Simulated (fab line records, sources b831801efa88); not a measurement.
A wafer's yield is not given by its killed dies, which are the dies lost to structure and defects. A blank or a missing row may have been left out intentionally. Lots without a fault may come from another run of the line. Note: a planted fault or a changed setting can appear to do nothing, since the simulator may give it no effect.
fab line records :: flow sky130
[record]
  lots = 6
  wafers = 18
  last_day = 50
route steps=708 shown VT_ADJUST_HVTR@140 VT_ADJUST_PCH@143
lots that met no fault: taken from a fault-free run of the same line
start_h: hours from the record's first day to the start of the lot's first wafer shown :: wait_h: hours elapsed since this lot's preceding step :: " as in the row above :: L1.1+2: a row that stands for several wafers :: - no value present, or no start provided :: * or withheld: withheld :: < > ~ a bound
route shown NAME@n: a module of which the file shows steps, and the number in the route of the first :: usual: mean/standard deviation taken from wafers without a fault :: same: alike in all rows :: chamber/n: place in a boat :: sites: each site's reading :: _std_site: standard deviation across them :: _edge_site: outer sites' mean less inner sites' :: radius_mm: for every site, how far away it sits from the centre of the wafer :: mask NAME#n: copy n :: behind: the tool/chamber that last shaped the wafer :: hold: the reason the lot was held/the length of the hold in hours/how it ended :: device: names the non-switching transistor (n, p or np) :: end of line: the route-end tests of the same wafers :: a step without rows: its recipe alone :: killed: the dies lost at the first sort to structure and to defects; this is not the yield of the wafer :: map: dies across one wafer; x = killed, . = not, _ = none there
set.NAME: setting as actually run; set.NAME@STEP: the setting as run at that earlier step :: model.NAME: the simulator's own value behind a step, which no gauge read
a table for each step, a row for each wafer; lots at some steps of the route
services: from which hour (start_h, from the record's first day; less than 0 if before it) a tool's chamber was out of use, for how many hours, and why
[[steps]]
[step SKY_VT_ADJUST_HVTR_IMPLANT_09]
[recipe]
  species = B
  energy_kev = 10
  dose_cm2 = 2.1e+12
  tilt_deg = withheld
[step SKY_VT_ADJUST_HVTR_STRIP_10]
[recipe]
  chemistry = O2/N2
  power_w = 1400
  pressure_mtorr = 1500
  platen_temp_c = withheld
  o2_flow_sccm = 3000
  n2_flow_sccm = 300
  overash_fraction = 0.5
[usual]
  drypump_motor_current_A = 5.6/0.51
  o2_flow_sccm = 3001/9
  oes_product_au = 0.715/0.0049
  strip_time_to_endpoint_s = 14.19/0.04
lot.wafer: L502.1
tool: plasma_asher-02
chamber: 0
start_h: 251.63
wait_h: 0.1
drypump_motor_current_A: 4.9
o2_flow_sccm: 3009
oes_product_au: 0.722
rf_hours_counter_h: 55
strip_time_to_endpoint_s: 14.14

lot.wafer: L502.2
tool: plasma_asher-02
chamber: 1
start_h: 251.63
wait_h: 0.1
drypump_motor_current_A: 5.7
o2_flow_sccm: 3005
oes_product_au: 0.714
rf_hours_counter_h: 55
strip_time_to_endpoint_s: 14.21

lot.wafer: L502.6
tool: plasma_asher-02
chamber: 1
start_h: 251.63
wait_h: 0.1
drypump_motor_current_A: 5.7
o2_flow_sccm: 2993
oes_product_au: 0.721
rf_hours_counter_h: -
strip_time_to_endpoint_s: 14.14

lot.wafer: L501.2
tool: plasma_asher-02
chamber: 0
start_h: 253.20
wait_h: 0.1
drypump_motor_current_A: 4.9
o2_flow_sccm: 2985
oes_product_au: 0.712
rf_hours_counter_h: 55
strip_time_to_endpoint_s: 14.22

lot.wafer: L501.3
tool: plasma_asher-02
chamber: 0
start_h: 253.20
wait_h: 0.1
drypump_motor_current_A: 4.8
o2_flow_sccm: 3003
oes_product_au: 0.721
rf_hours_counter_h: -
strip_time_to_endpoint_s: 14.21

lot.wafer: L501.4
tool: plasma_asher-02
chamber: 1
start_h: 253.20
wait_h: 0.1
drypump_motor_current_A: 5.7
o2_flow_sccm: 3007
oes_product_au: 0.714
rf_hours_counter_h: -
strip_time_to_endpoint_s: 14.22

lot.wafer: L506.2
tool: plasma_asher-04
chamber: 0
start_h: 268.93
wait_h: 0.1
drypump_motor_current_A: 5.4
o2_flow_sccm: 3001
oes_product_au: 0.722
rf_hours_counter_h: 59
strip_time_to_endpoint_s: 14.24

lot.wafer: L506.3
tool: plasma_asher-04
chamber: 0
start_h: 268.93
wait_h: 0.1
drypump_motor_current_A: 5.4
o2_flow_sccm: 2999
oes_product_au: 0.701
rf_hours_counter_h: -
strip_time_to_endpoint_s: 14.22

lot.wafer: L506.4
tool: plasma_asher-04
chamber: 1
start_h: 268.93
wait_h: 0.1
drypump_motor_current_A: 5.6
o2_flow_sccm: 3003
oes_product_au: 0.716
rf_hours_counter_h: -
strip_time_to_endpoint_s: 14.19

lot.wafer: L515.1
tool: plasma_asher-02
chamber: 1
start_h: 336.43
wait_h: 0.1
drypump_motor_current_A: 5.7
o2_flow_sccm: 2982
oes_product_au: 0.707
rf_hours_counter_h: 63
strip_time_to_endpoint_s: 14.19

lot.wafer: L515.2
tool: plasma_asher-02
chamber: 0
start_h: 336.43
wait_h: 0.1
drypump_motor_current_A: 4.9
o2_flow_sccm: 2996
oes_product_au: 0.714
rf_hours_counter_h: 63
strip_time_to_endpoint_s: 14.15

lot.wafer: L515.3
tool: plasma_asher-02
chamber: 0
start_h: 336.43
wait_h: 0.1
drypump_motor_current_A: 4.8
o2_flow_sccm: 3012
oes_product_au: 0.713
rf_hours_counter_h: -
strip_time_to_endpoint_s: 14.13

lot.wafer: L516.1
tool: plasma_asher-02
chamber: 0
start_h: 344.48
wait_h: 0.1
drypump_motor_current_A: 4.9
o2_flow_sccm: 2993
oes_product_au: 0.720
rf_hours_counter_h: 64
strip_time_to_endpoint_s: 14.21

lot.wafer: L516.2
tool: plasma_asher-02
chamber: 1
start_h: 344.48
wait_h: 0.1
drypump_motor_current_A: 5.7
o2_flow_sccm: 2996
oes_product_au: 0.709
rf_hours_counter_h: 64
strip_time_to_endpoint_s: 14.21

lot.wafer: L516.4
tool: plasma_asher-02
chamber: 0
start_h: 344.48
wait_h: 0.1
drypump_motor_current_A: 4.9
o2_flow_sccm: 3019
oes_product_au: 0.717
rf_hours_counter_h: -
strip_time_to_endpoint_s: 14.21

lot.wafer: L520.1
tool: plasma_asher-04
chamber: 1
start_h: 374.59
wait_h: 0.1
drypump_motor_current_A: 5.6
o2_flow_sccm: 2995
oes_product_au: 0.714
rf_hours_counter_h: 70
strip_time_to_endpoint_s: 14.16

lot.wafer: L520.2
tool: plasma_asher-04
chamber: 0
start_h: 374.59
wait_h: 0.1
drypump_motor_current_A: 5.5
o2_flow_sccm: 3003
oes_product_au: 0.715
rf_hours_counter_h: 70
strip_time_to_endpoint_s: 14.17

lot.wafer: L520.4
tool: plasma_asher-04
chamber: 1
start_h: 374.59
wait_h: 0.1
drypump_motor_current_A: 5.6
o2_flow_sccm: 3006
oes_product_au: 0.722
rf_hours_counter_h: -
strip_time_to_endpoint_s: 14.20
[step SKY_VT_ADJUST_HVTR_TW_MEAS_11]
[usual]
  VT_ADJUST_HVTR_TW = 210.8/1.2
lot.wafer: L502.1
tool: film_metro-02
chamber: -
start_h: 251.73
wait_h: 0.1
VT_ADJUST_HVTR_TW: 210.1

lot.wafer: L502.2
tool: film_metro-02
chamber: -
start_h: 251.73
wait_h: 0.1
VT_ADJUST_HVTR_TW: 210.8

lot.wafer: L502.6
tool: film_metro-02
chamber: -
start_h: 251.73
wait_h: 0.1
VT_ADJUST_HVTR_TW: 210.4

lot.wafer: L501.2
tool: film_metro-03
chamber: -
start_h: 253.31
wait_h: 0.1
VT_ADJUST_HVTR_TW: 210.5

lot.wafer: L501.3
tool: film_metro-03
chamber: -
start_h: 253.31
wait_h: 0.1
VT_ADJUST_HVTR_TW: 210.4

lot.wafer: L501.4
tool: film_metro-03
chamber: -
start_h: 253.31
wait_h: 0.1
VT_ADJUST_HVTR_TW: 209.9

lot.wafer: L506.2
tool: film_metro-04
chamber: -
start_h: 269.04
wait_h: 0.1
VT_ADJUST_HVTR_TW: 212.1

lot.wafer: L506.3
tool: film_metro-04
chamber: -
start_h: 269.04
wait_h: 0.1
VT_ADJUST_HVTR_TW: 212.3

lot.wafer: L506.4
tool: film_metro-04
chamber: -
start_h: 269.04
wait_h: 0.1
VT_ADJUST_HVTR_TW: 211.5

lot.wafer: L515.1
tool: film_metro-03
chamber: -
start_h: 336.53
wait_h: 0.1
VT_ADJUST_HVTR_TW: 211.7

lot.wafer: L515.2
tool: film_metro-03
chamber: -
start_h: 336.53
wait_h: 0.1
VT_ADJUST_HVTR_TW: 210.9

lot.wafer: L515.3
tool: film_metro-03
chamber: -
start_h: 336.53
wait_h: 0.1
VT_ADJUST_HVTR_TW: 210.1

lot.wafer: L516.1
tool: film_metro-04
chamber: -
start_h: 344.58
wait_h: 0.1
VT_ADJUST_HVTR_TW: 212.4

lot.wafer: L516.2
tool: film_metro-04
chamber: -
start_h: 344.58
wait_h: 0.1
VT_ADJUST_HVTR_TW: 211.9

lot.wafer: L516.4
tool: film_metro-04
chamber: -
start_h: 344.58
wait_h: 0.1
VT_ADJUST_HVTR_TW: 212.3

lot.wafer: L520.1
tool: film_metro-02
chamber: -
start_h: 374.69
wait_h: 0.1
VT_ADJUST_HVTR_TW: 211.1

lot.wafer: L520.2
tool: film_metro-02
chamber: -
start_h: 374.69
wait_h: 0.1
VT_ADJUST_HVTR_TW: 211.1

lot.wafer: L520.4
tool: film_metro-02
chamber: -
start_h: 374.69
wait_h: 0.1
VT_ADJUST_HVTR_TW: 211.1
[step SKY_VT_ADJUST_PCH_DEHYDRATE_00]
[recipe]
  temp_c = 200
  time_s = 60
[step SKY_VT_ADJUST_PCH_HMDS_01]
[recipe]
  prime_time_s = 60
  prime_temp_c = 120
[step SKY_VT_ADJUST_PCH_COAT_02]
[recipe]
  spin_rpm = 2000
  resist_thk_nm = 3000
[step SKY_VT_ADJUST_PCH_SOFTBAKE_03]
[recipe]
  temp_c = 110
  time_s = withheld
[step SKY_VT_ADJUST_PCH_EXPOSE_04]
[recipe]
  mask_id = NWM
  na = 0.6
  source_shape = conventional
  sigma_outer = 0.6
  polarization = unpolarized
  target_cd_nm = 840
  dose_mj = 255
[step SKY_VT_ADJUST_PCH_PEB_05]
[recipe]
  temp_c = 115
  time_s = withheld
[step SKY_VT_ADJUST_PCH_DEVELOP_06]
[recipe]
  wall_angle_deg = 90
  developer = TMAH
  develop_time_s = 60
  dev_temp_c = 23
[step SKY_VT_ADJUST_PCH_OVL_MEAS_07]
[usual]
  VT_ADJUST_PCH_OVL = -0.6/1.5
lot.wafer: L502.1
tool: overlay-01
chamber: -
start_h: 276.19
wait_h: -
VT_ADJUST_PCH_OVL[nm]: -1.5

lot.wafer: L502.2
tool: overlay-01
chamber: -
start_h: 276.19
wait_h: -
VT_ADJUST_PCH_OVL[nm]: -2.2

lot.wafer: L502.6
tool: overlay-01
chamber: -
start_h: 276.19
wait_h: -
VT_ADJUST_PCH_OVL[nm]: -2.3

lot.wafer: L501.2
tool: overlay-02
chamber: -
start_h: 277.30
wait_h: -
VT_ADJUST_PCH_OVL[nm]: 1.5

lot.wafer: L501.3
tool: overlay-02
chamber: -
start_h: 277.30
wait_h: -
VT_ADJUST_PCH_OVL[nm]: 2.7

lot.wafer: L501.4
tool: overlay-02
chamber: -
start_h: 277.30
wait_h: -
VT_ADJUST_PCH_OVL[nm]: 2.1

lot.wafer: L506.2
tool: overlay-01
chamber: -
start_h: 293.86
wait_h: -
VT_ADJUST_PCH_OVL[nm]: 1.0

lot.wafer: L506.3
tool: overlay-01
chamber: -
start_h: 293.86
wait_h: -
VT_ADJUST_PCH_OVL[nm]: -0.1

lot.wafer: L506.4
tool: overlay-01
chamber: -
start_h: 293.86
wait_h: -
VT_ADJUST_PCH_OVL[nm]: -0.2

lot.wafer: L515.1
tool: overlay-01
chamber: -
start_h: 363.74
wait_h: -
VT_ADJUST_PCH_OVL[nm]: -0.9

lot.wafer: L515.2
tool: overlay-01
chamber: -
start_h: 363.74
wait_h: -
VT_ADJUST_PCH_OVL[nm]: 0.3

lot.wafer: L515.3
tool: overlay-01
chamber: -
start_h: 363.74
wait_h: -
VT_ADJUST_PCH_OVL[nm]: 0.2

lot.wafer: L516.1
tool: overlay-01
chamber: -
start_h: 372.85
wait_h: -
VT_ADJUST_PCH_OVL[nm]: -1.3

lot.wafer: L516.2
tool: overlay-01
chamber: -
start_h: 372.85
wait_h: -
VT_ADJUST_PCH_OVL[nm]: -0.5

lot.wafer: L516.4
tool: overlay-01
chamber: -
start_h: 372.85
wait_h: -
VT_ADJUST_PCH_OVL[nm]: -1.3

lot.wafer: L520.1
tool: overlay-01
chamber: -
start_h: 403.41
wait_h: -
VT_ADJUST_PCH_OVL[nm]: 2.0

lot.wafer: L520.2
tool: overlay-01
chamber: -
start_h: 403.41
wait_h: -
VT_ADJUST_PCH_OVL[nm]: 2.4

lot.wafer: L520.4
tool: overlay-01
chamber: -
start_h: 403.41
wait_h: -
VT_ADJUST_PCH_OVL[nm]: 2.0
[step SKY_VT_ADJUST_PCH_IMPLANT_08]
[recipe]
  species = B
  energy_kev = 10
  dose_cm2 = 5e+11
  tilt_deg = withheld
[step SKY_VT_ADJUST_PCH_STRIP_09]
[recipe]
  chemistry = O2/N2
  power_w = 1400
  pressure_mtorr = 1500
  platen_temp_c = withheld
  o2_flow_sccm = 3000
  n2_flow_sccm = 300
  overash_fraction = 0.5
[usual]
  drypump_motor_current_A = 5.8/0.32
  o2_flow_sccm = 3001/8.2
  oes_product_au = 0.723/0.0045
  strip_time_to_endpoint_s = 36.93/0.092
lot.wafer: L502.1
tool: plasma_asher-03
chamber: 1
start_h: 276.37
wait_h: 0.1
drypump_motor_current_A: 5.7
o2_flow_sccm: 3003
oes_product_au: 0.727
rf_hours_counter_h: 15
strip_time_to_endpoint_s: 36.86

lot.wafer: L502.2
tool: plasma_asher-03
chamber: 0
start_h: 276.37
wait_h: 0.1
drypump_motor_current_A: 6.0
o2_flow_sccm: 3004
oes_product_au: 0.719
rf_hours_counter_h: 15
strip_time_to_endpoint_s: 36.76

lot.wafer: L502.6
tool: plasma_asher-03
chamber: 1
start_h: 276.37
wait_h: 0.1
drypump_motor_current_A: 5.7
o2_flow_sccm: 3000
oes_product_au: 0.727
rf_hours_counter_h: -
strip_time_to_endpoint_s: 36.84

lot.wafer: L501.2
tool: plasma_asher-04
chamber: 0
start_h: 277.48
wait_h: 0.1
drypump_motor_current_A: 5.4
o2_flow_sccm: 3003
oes_product_au: 0.726
rf_hours_counter_h: 60
strip_time_to_endpoint_s: 37.01

lot.wafer: L501.3
tool: plasma_asher-04
chamber: 0
start_h: 277.48
wait_h: 0.1
drypump_motor_current_A: 5.4
o2_flow_sccm: 3021
oes_product_au: 0.726
rf_hours_counter_h: -
strip_time_to_endpoint_s: 37.04

lot.wafer: L501.4
tool: plasma_asher-04
chamber: 1
start_h: 277.48
wait_h: 0.1
drypump_motor_current_A: 5.6
o2_flow_sccm: 2995
oes_product_au: 0.718
rf_hours_counter_h: -
strip_time_to_endpoint_s: 36.95

lot.wafer: L506.2
tool: plasma_asher-01
chamber: 1
start_h: 294.04
wait_h: 0.1
drypump_motor_current_A: 6.4
o2_flow_sccm: 3001
oes_product_au: 0.730
rf_hours_counter_h: 50
strip_time_to_endpoint_s: 36.86

lot.wafer: L506.3
tool: plasma_asher-01
chamber: 0
start_h: 294.04
wait_h: 0.1
drypump_motor_current_A: 6.1
o2_flow_sccm: 3002
oes_product_au: 0.724
rf_hours_counter_h: -
strip_time_to_endpoint_s: 36.91

lot.wafer: L506.4
tool: plasma_asher-01
chamber: 1
start_h: 294.04
wait_h: 0.1
drypump_motor_current_A: 6.3
o2_flow_sccm: 3006
oes_product_au: 0.723
rf_hours_counter_h: -
strip_time_to_endpoint_s: 36.99

lot.wafer: L515.1
tool: plasma_asher-04
chamber: 0
start_h: 363.92
wait_h: 0.1
drypump_motor_current_A: 5.4
o2_flow_sccm: 2993
oes_product_au: 0.632
rf_hours_counter_h: 69
strip_time_to_endpoint_s: 45.49

lot.wafer: L515.2
tool: plasma_asher-04
chamber: 1
start_h: 363.92
wait_h: 0.1
drypump_motor_current_A: 5.6
o2_flow_sccm: 2992
oes_product_au: 0.629
rf_hours_counter_h: 69
strip_time_to_endpoint_s: 45.36

lot.wafer: L515.3
tool: plasma_asher-04
chamber: 0
start_h: 363.92
wait_h: 0.1
drypump_motor_current_A: 5.4
o2_flow_sccm: 2987
oes_product_au: 0.634
rf_hours_counter_h: -
strip_time_to_endpoint_s: 45.48

lot.wafer: L516.1
tool: plasma_asher-04
chamber: 1
start_h: 373.03
wait_h: 0.1
drypump_motor_current_A: 5.6
o2_flow_sccm: 2993
oes_product_au: 0.631
rf_hours_counter_h: 70
strip_time_to_endpoint_s: 45.30

lot.wafer: L516.2
tool: plasma_asher-04
chamber: 0
start_h: 373.03
wait_h: 0.1
drypump_motor_current_A: 5.4
o2_flow_sccm: 3005
oes_product_au: 0.635
rf_hours_counter_h: 70
strip_time_to_endpoint_s: 45.47

lot.wafer: L516.4
tool: plasma_asher-04
chamber: 1
start_h: 373.03
wait_h: 0.1
drypump_motor_current_A: 5.6
o2_flow_sccm: 2993
oes_product_au: 0.626
rf_hours_counter_h: -
strip_time_to_endpoint_s: 45.46

lot.wafer: L520.1
tool: plasma_asher-01
chamber: 1
start_h: 403.59
wait_h: 0.1
drypump_motor_current_A: 6.3
o2_flow_sccm: 2999
oes_product_au: 0.729
rf_hours_counter_h: 61
strip_time_to_endpoint_s: 36.99

lot.wafer: L520.2
tool: plasma_asher-01
chamber: 0
start_h: 403.59
wait_h: 0.1
drypump_motor_current_A: 6.2
o2_flow_sccm: 3004
oes_product_au: 0.724
rf_hours_counter_h: 61
strip_time_to_endpoint_s: 36.95

lot.wafer: L520.4
tool: plasma_asher-01
chamber: 0
start_h: 403.59
wait_h: 0.1
drypump_motor_current_A: 6.2
o2_flow_sccm: 3003
oes_product_au: 0.728
rf_hours_counter_h: -
strip_time_to_endpoint_s: 36.90
[step SKY_VT_ADJUST_PCH_TW_MEAS_10]
[usual]
  VT_ADJUST_PCH_TW = 143.0/1.1
lot.wafer: L502.1
tool: film_metro-04
chamber: -
start_h: 276.47
wait_h: 0.1
VT_ADJUST_PCH_TW: 143.5

lot.wafer: L502.2
tool: film_metro-04
chamber: -
start_h: 276.47
wait_h: 0.1
VT_ADJUST_PCH_TW: 143.7

lot.wafer: L502.6
tool: film_metro-04
chamber: -
start_h: 276.47
wait_h: 0.1
VT_ADJUST_PCH_TW: 143.1

lot.wafer: L501.2
tool: film_metro-03
chamber: -
start_h: 277.59
wait_h: 0.1
VT_ADJUST_PCH_TW: 141.7

lot.wafer: L501.3
tool: film_metro-03
chamber: -
start_h: 277.59
wait_h: 0.1
VT_ADJUST_PCH_TW: 141.9

lot.wafer: L501.4
tool: film_metro-03
chamber: -
start_h: 277.59
wait_h: 0.1
VT_ADJUST_PCH_TW: 141.8

lot.wafer: L506.2
tool: film_metro-01
chamber: -
start_h: 294.15
wait_h: 0.1
VT_ADJUST_PCH_TW: 143.9

lot.wafer: L506.3
tool: film_metro-01
chamber: -
start_h: 294.15
wait_h: 0.1
VT_ADJUST_PCH_TW: 144.1

lot.wafer: L506.4
tool: film_metro-01
chamber: -
start_h: 294.15
wait_h: 0.1
VT_ADJUST_PCH_TW: 143.6

lot.wafer: L515.1
tool: film_metro-03
chamber: -
start_h: 364.02
wait_h: 0.1
VT_ADJUST_PCH_TW: 142.0

lot.wafer: L515.2
tool: film_metro-03
chamber: -
start_h: 364.02
wait_h: 0.1
VT_ADJUST_PCH_TW: 142.4

lot.wafer: L515.3
tool: film_metro-03
chamber: -
start_h: 364.02
wait_h: 0.1
VT_ADJUST_PCH_TW: 141.9

lot.wafer: L516.1
tool: film_metro-04
chamber: -
start_h: 373.13
wait_h: 0.1
VT_ADJUST_PCH_TW: 144.2

lot.wafer: L516.2
tool: film_metro-04
chamber: -
start_h: 373.13
wait_h: 0.1
VT_ADJUST_PCH_TW: 143.3

lot.wafer: L516.4
tool: film_metro-04
chamber: -
start_h: 373.13
wait_h: 0.1
VT_ADJUST_PCH_TW: 144.2

lot.wafer: L520.1
tool: film_metro-04
chamber: -
start_h: 403.69
wait_h: 0.1
VT_ADJUST_PCH_TW: 143.7

lot.wafer: L520.2
tool: film_metro-04
chamber: -
start_h: 403.69
wait_h: 0.1
VT_ADJUST_PCH_TW: 143.0

lot.wafer: L520.4
tool: film_metro-04
chamber: -
start_h: 403.69
wait_h: 0.1
VT_ADJUST_PCH_TW: 144.3
[[services]]
tool: plasma_asher-03
chamber: -
start_h: 320.86
hours: 18.4
kind: repair

tool: plasma_asher-01
chamber: -
start_h: 347.46
hours: 2.8
kind: pm

tool: plasma_asher-03
chamber: -
start_h: 355.12
hours: 1.9
kind: repair

tool: plasma_asher-03
chamber: -
start_h: 361.20
hours: 9.1
kind: repair

tool: plasma_asher-03
chamber: -
start_h: 364.92
hours: 0.4
kind: repair
[[key]]
[first_sign]
  step = SKY_VT_ADJUST_PCH_STRIP_09
  reading = strip_time_to_endpoint_s
  direction = up
  sigmas = 92
  usual = *
  struck = *
[effect]
  step = SKY_VT_ADJUST_PCH_STRIP_09
  reading = oes_product_au
  direction = down
  sigmas = 20
  usual = 0.723
  struck = 0.631
met_at SKY_VT_ADJUST_PCH_STRIP_09
struck_wafers L515.1,L515.2,L515.3,L516.1,L516.2,L516.4
tester_left_out L515,L516
onset_between 277.48 363.92
[fault]
  kind = process_parameter_drift
  tool = plasma_asher-04
  chamber = -
  onset_h = 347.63
  steps = SKY_VT_ADJUST_PCH_STRIP_09
  channel = power_w
  offset = *
  shape = step
  end_h = 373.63
  acts_in = *
  stated = *
// tester_left_out: of these lots the tester's yield and bins aren't shown, on N5 and GAA mostly nor the transistor test; their killed dies are dies lost to structure and defects alone, not to doping, threshold or leakage, so they don't give the yield
